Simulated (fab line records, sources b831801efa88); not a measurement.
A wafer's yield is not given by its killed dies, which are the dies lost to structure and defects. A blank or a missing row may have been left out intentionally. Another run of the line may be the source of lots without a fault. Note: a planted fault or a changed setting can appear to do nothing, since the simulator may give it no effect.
Struck lot and sound lot, side by side / flow sky130 / 16 out of 708 route steps
Sound: these wafers, L985.2, L985.5, L985.6. Struck: wafer L988.5 (L988.3, L988.6, from the same lot, were not struck and are left out); the cause is given at the end.
Each step with rows lists, per side, the tool, then ch with its chambers, then its first start. Under that, the readings that differ: sound wafers / struck wafers / difference of the means / sigmas: that difference in standard deviations of wafers without a fault.
alike: readings with means less than 2 such deviations apart, plus words and numbers identical on both sides. not compared: withheld readings, readings lacking a value on some wafer, bounds such as >300 that could conceal the same value, and numbers that have no deviation in the record and whose values overlap.
Wherever a step has rows on one side only, a row that says differs or no value, or a row with sigmas, the two part there. Non-overlapping numbers with no deviation appear without sigmas and do not part them. Lack of a reading on every wafer of one side parts them only where that side has two or more wafers.

first, 9 steps without rows for these wafers: SKY_CAPM_CLEAN_17 (cleans in O3/DIW); SKY_METAL3_DEHYDRATE_05 (time 60 s); SKY_METAL3_HMDS_06 (prime time 60 s); SKY_METAL3_COAT_07 (resist thk 60 nm); SKY_METAL3_COAT_08 (resist thk 1140 nm); SKY_METAL3_SOFTBAKE_09 (time 90 s); SKY_METAL3_EXPOSE_10 (exposes mask MM3, target cd 300 nm); SKY_METAL3_PEB_11; SKY_METAL3_DEVELOP_12 (develop time 60 s).
SKY_METAL3_CD_MEAS_13 targets a cd of 300 nm.
  sound: cd-sem-02 at day 42 18:54; struck: cd-sem-01 at day 43 14:56
  alike: cd-nm
SKY_METAL3_OVL_MEAS_14:
  sound: overlay-01 at day 42 19:01; struck: overlay-02 at day 43 15:02
  alike: METAL3_OVL
SKY_METAL3_DESCUM_15: chemistry O2, time 8 s.
  sound on rie-metal-04 ch 0,1, day 42 19:02; struck on rie-metal-04 ch 1, day 43 15:05
  alike: chamber-pressure-mTorr, drypump-motor-current-A, oes-product-au
  not compared: rf-hours-counter-h
SKY_METAL3_ETCH_16: etches BARC in N2/H2, stops on SiO2, time 88.2 s, target depth 60 nm.
  sound on rie-metal-04 ch 0,1, day 42 19:04; struck on rie-metal-04 ch 1, day 43 15:11
reading=model.KrF-thick_of_METAL3_COAT_08.thk-nm (nm); sound=1072 1079 1075; struck=1091; difference=+16; sigmas=
reading=model.METAL3.cd-nm (nm); sound=303 302.2 300.7; struck=303.5; difference=+1.5; sigmas=
  alike: chamber-pressure-mTorr, drypump-motor-current-A, oes-product-au, throttle-valve-pct
  not compared: rf-hours-counter-h
SKY_METAL3_ETCH_17: etches SiO2 in C4F8/O2/Ar, stops on TiN, time 3.9 s, target depth 15 nm.
  sound on rie-diel-01 ch 1,2, day 42 19:10; struck on rie-diel-01 ch 2, day 43 15:19
reading=model.METAL3.cd-nm (nm); sound=303 302.3 300.7; struck=303.5; difference=+1.5; sigmas=
  alike: chamber-pressure-mTorr, oes-product-au
  not compared: rf-hours-counter-h
SKY_METAL3_METAL_ETCH_18: etches the open film in Cl2/BCl3, stops on SiO2, target depth 845 nm, time 183.1 s.
  sound on rie-metal-02 ch 0,1, day 42 19:11; struck on rie-metal-03 ch 1, day 43 15:23
  alike: chamber-pressure-mTorr, drypump-motor-current-A, mfc-cl2-sccm, oes-product-au, throttle-valve-pct
  not compared: rf-hours-counter-h
-- the record jumps here: 6 days lie between the struck wafers' starts before and after (it left off in module METAL3 and takes up again in module PAD_OPEN, whose first step shown is number 708 of the route) --
SKY_PAD_OPEN_PROBE_99:
  sound: prober-02 at day 49 08:02; struck: prober-01 at day 49 22:36
  alike: defect-limited-yield, killed_at_M0_to_M3, killed_at_M4_up, killed-at-contacts, killed-at-front-end, killed-at-other, killed-dies, killed-open, killed-short, sort_bin_3_pad_short, sort_bin_5_function, sort_bin_6_memory, sort-n-pass, sort-yield-pct

== WHERE THEY PART ==
Nowhere in this record.

WHY: whatever the simulator had introduced
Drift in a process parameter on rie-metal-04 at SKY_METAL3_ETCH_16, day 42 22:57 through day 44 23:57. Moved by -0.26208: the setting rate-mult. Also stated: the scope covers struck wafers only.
